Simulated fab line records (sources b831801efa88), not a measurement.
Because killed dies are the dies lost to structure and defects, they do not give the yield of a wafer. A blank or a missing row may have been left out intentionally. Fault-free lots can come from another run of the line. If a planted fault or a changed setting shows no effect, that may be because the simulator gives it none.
Chamber matching | flow gf180mcu | GF_V3_CMP_04 on cmp-01: 4 sister chambers
The step polishes SiO2. 14 wafers are shown with their chamber, then 6 later ones without.

## WAFERS WITH THEIR CHAMBER
wafer  | chamber | motorCurrentA (A) | timeToEndpointS (s) | slurryFlowMlMin
L348.3 | 1       | 11.9              | 81                  | 150.1
L348.4 | 0       | 11.5              | 85                  | 150.3
L348.5 | 1       | 12.3              | 86                  | 149.2
L351.3 | 1       | 12.2              | 72                  | 149.9
L351.5 | 1       | 11.9              | 86                  | 150.0
L351.6 | 2       | 12.1              | 80                  | 149.8
L354.1 | 1       | 12.1              | 74                  | 149.6
L354.2 | 2       | 11.9              | 70                  | 149.9
L354.6 | 3       | 11.5              | 74                  | 150.4
L355.3 | 2       | 11.7              | 71                  | 149.0
L355.4 | 1       | 11.9              | 84                  | 150.2
L355.5 | 0       | 10.7              | 78                  | 149.6
L358.3 | 1       | 11.9              | 77                  | 150.4
L358.4 | 3       | 11.0              | 75                  | 149.3

SIGNATURES (averages over the wafers above)
reading         | chamber 0 | chamber 1 | chamber 2 | chamber 3 | scatter within a chamber
motorCurrentA   | 11.100    | 12.029    | 11.900    | 11.250    | 0.264
timeToEndpointS | 81.50     | 80.00     | 73.67     | 74.50     | 5.33
slurryFlowMlMin | 149.950   | 149.914   | 149.567   | 149.850   | 0.48
Rule: a wafer lies at a distance from a chamber equal to the root of the sum of squares, over the readings, of (its reading less the chamber's mean, divided by the reading's scatter). The wafer belongs to the nearest chamber; if the next one is less than 2 further off, it can't be placed. The scatter: the root of (the sum of the squares of (reading less its chamber's mean) over the shown wafers, divided by (wafers less chambers)).

## WAFERS WITHOUT THEIR CHAMBER
wafer  | motorCurrentA (A) | timeToEndpointS (s) | slurryFlowMlMin
L358.6 | 11.9              | 81                  | 150.5
L359.1 | 11.4              | 74                  | 149.4
L359.3 | 10.5              | 88                  | 150.4
L368.2 | 12.6              | 80                  | 149.9
L368.4 | 11.1              | 91                  | 149.2
L368.5 | 11.0              | 87                  | 149.9

## WHICH CHAMBER EACH WENT THROUGH
wafer  | from the rows above               | in truth
L358.6 | can't be placed: 1 or 2 or 3 or 0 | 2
L359.1 | can't be placed: 3 or 2 or 0 or 1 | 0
L359.3 | can't be placed: 0 or 3           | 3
L368.2 | can't be placed: 1 or 2           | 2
L368.4 | can't be placed: 0 or 3 or 1      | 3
L368.5 | can't be placed: 0 or 3           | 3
Placed correctly: 0 of 6. Not placeable from these rows: 6 (in 6, the candidates include the true chamber). Number placed wrongly: 0.
